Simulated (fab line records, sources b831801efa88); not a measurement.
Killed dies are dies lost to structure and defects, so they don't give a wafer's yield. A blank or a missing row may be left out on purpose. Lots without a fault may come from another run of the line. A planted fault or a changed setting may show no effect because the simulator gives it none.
Which tool did it? | flow gf180mcu | 24 lots, 72 wafers sampled, at 3 steps of a route of 602

WHAT THE GAUGES READ, wafer by wafer
GF_NWELL_OVL_MEAS_07. Usual: NWELL_OVL -0.4 nm, standard deviation 1.5.
lot  | measured    | on         | NWELL_OVL (nm) | flag
L074 | day 3 09:46 | overlay-02 | -1.7 -4.5 -1.7 |
L075 | day 3 13:05 | overlay-01 | 1.3 2.6 -1.3   |
L076 | day 3 18:47 | overlay-01 | -0.9 -0.3 -0.4 |
L077 | day 3 22:31 | overlay-01 | 1.6 0.9 2.8    |
L078 | day 4 03:36 | overlay-01 | -1.4 -1.4 -0.8 |
L079 | day 4 11:05 | overlay-01 | -0.2 0.9 0.0   |
L080 | day 4 15:16 | overlay-01 | 1.2 -1.3 1.7   |
L081 | day 4 19:43 | overlay-02 | 1.0 0.3 1.6    |
L082 | day 5 03:52 | overlay-02 | 0.3 0.9 0.0    |
L083 | day 5 13:22 | overlay-02 | -1.6 -1.8 -0.6 |
L084 | day 5 22:04 | overlay-02 | -3.2 -3.2 -3.5 |
L085 | day 5 23:07 | overlay-02 | -1.3 -0.6 -0.7 |
L086 | day 6 01:25 | overlay-01 | -1.9 -3.4 -1.4 |
L087 | day 6 07:28 | overlay-02 | -1.4 0.2 0.6   |
L088 | day 6 13:50 | overlay-02 | 1.2 1.2 1.1    |
L089 | day 6 19:10 | overlay-02 | 0.0 -0.7 0.5   |
L091 | day 7 04:46 | overlay-01 | -1.1 -2.2 0.5  |
L090 | day 7 05:49 | overlay-02 | 0.0 -0.6 2.6   |
L092 | day 7 09:09 | overlay-01 | 1.4 0.3 0.7    |
L093 | day 7 14:21 | overlay-01 | -0.8 -1.7 -1.8 |
L094 | day 7 21:12 | overlay-02 | -1.2 -1.0 -2.3 |
L095 | day 8 03:57 | overlay-01 | 2.0 0.4 1.3    |
L096 | day 8 08:22 | overlay-02 | -1.2 -0.2 -2.0 |
L097 | day 8 15:57 | overlay-01 | -0.4 -0.2 1.7  |

GF_VT_IMPLANT_OVL_MEAS_29. Usual: VT_IMPLANT_02_OVL 0.0 nm, standard deviation 1.3.
lot  | measured     | on         | VT_IMPLANT_02_OVL (nm) | flag
L074 | day 6 22:40  | overlay-02 | 0.8 0.1 -1.4           |
L075 | day 7 04:05  | overlay-01 | 0.7 0.8 -0.6           |
L076 | day 7 08:04  | overlay-02 | -1.6 0.0 -2.4          |
L077 | day 7 13:40  | overlay-02 | 0.4 -0.9 1.6           |
L078 | day 7 19:46  | overlay-02 | -0.7 1.6 0.0           |
L079 | day 8 04:37  | overlay-01 | -0.3 -1.2 0.7          |
L080 | day 8 09:16  | overlay-02 | 1.9 0.6 1.9            |
L081 | day 8 17:04  | overlay-02 | -1.8 -3.5 -1.9         |
L082 | day 9 02:13  | overlay-01 | -1.7 -2.1 -2.7         |
L083 | day 9 11:29  | overlay-01 | 1.0 -1.1 0.9           |
L084 | day 9 22:45  | overlay-01 | 0.2 -0.3 0.6           |
L085 | day 10 01:34 | overlay-01 | 2.3 2.4 1.2            |
L086 | day 10 03:05 | overlay-02 | 0.1 -0.2 -0.5          |
L087 | day 10 12:47 | overlay-01 | 1.8 2.0 1.5            |
L088 | day 10 18:17 | overlay-02 | -1.2 -1.5 -0.4         |
L089 | day 11 00:21 | overlay-01 | 0.0 1.3 1.5            |
L091 | day 11 13:57 | overlay-02 | 0.4 -2.4 -2.8          |
L090 | day 11 14:01 | overlay-01 | 0.7 -1.7 0.2           |
L092 | day 11 18:31 | overlay-02 | -0.3 -1.8 -1.6         |
L093 | day 12 00:03 | overlay-01 | -0.4 0.2 0.6           |
L094 | day 12 07:37 | overlay-01 | 0.5 -0.9 -0.1          |
L095 | day 12 15:15 | overlay-01 | -1.3 -0.7 0.1          |
L096 | day 12 23:07 | overlay-02 | 0.7 -2.3 -0.8          |
L097 | day 13 08:18 | overlay-02 | 0.6 1.4 1.4            |

GF_V1_THK_MEAS_01. Usual: V1_CVD_00_THK 569 nm, standard deviation 6.8.
lot  | measured     | on            | V1_CVD_00_THK (nm) | flag
L074 | day 17 03:17 | film_metro-03 | 566 575 561        |
L075 | day 17 12:19 | film_metro-03 | 565 569 576        |
L076 | day 17 17:37 | film_metro-02 | 570 553 552        |
L077 | day 17 23:22 | film_metro-03 | 571 556 571        |
L078 | day 18 13:56 | film_metro-02 | 576 564 580        |
L079 | day 18 21:58 | film_metro-04 | 552 565 560        |
L080 | day 19 06:52 | film_metro-02 | 556 574 564        |
L081 | day 19 10:55 | film_metro-02 | 575 563 577        |
L082 | day 20 02:50 | film_metro-03 | 563 567 558        |
L083 | day 20 20:14 | film_metro-02 | 572 568 569        |
L084 | day 21 07:48 | film_metro-02 | 566 576 570        |
L085 | day 21 09:22 | film_metro-04 | 569 555 574        |
L086 | day 21 14:26 | film_metro-02 | 568 566 562        |
L087 | day 22 01:51 | film_metro-02 | 567 569 568        |
L088 | day 22 11:52 | film_metro-04 | 566 561 560        |
L089 | day 22 21:47 | film_metro-04 | 561 577 558        |
L091 | day 23 07:22 | film_metro-04 | 584 574 573        |
L090 | day 23 10:00 | film_metro-04 | 590 570 568        |
L092 | day 23 17:08 | film_metro-02 | 571 571 559        |
L093 | day 24 03:58 | film_metro-04 | 571 579 572        |
L094 | day 24 14:02 | film_metro-02 | 577 563 564        |
L095 | day 24 20:50 | film_metro-03 | 567 576 568        |
L096 | day 25 04:33 | film_metro-04 | 574 572 567        |
L097 | day 25 12:29 | film_metro-03 | 573 572 571        |

WHICH TOOL RAN EACH LOT (tool, then ch and the chambers of the sampled wafers, then the start)
The record holds no process step before these readings.

WHAT THE TOOLS THEMSELVES READ (means of the sampled wafers that have a number; where no wafer has one, the mark that the record gives instead)
The record holds no such reading with a usual standard deviation.

THE ANSWER, worked out from the rows above alone
Rule: a lot is off if the mean of its wafers that have a number lies more than 3 standard deviations from the usual mean. A lot without any number at a reading at which 4 lots or more have one is off too. The other lots that the step has rows for count as sound. The gauges are gone through in route order, then the tools' own readings, and for those a lot's mean is taken as printed above. The first step at which some lot is off is used, and at that step the reading that is off furthest; a lot without a number counts as furthest.
No lot is off at any reading shown: from this, nothing can be told.

WHAT THE SIMULATOR HAD PUT IN
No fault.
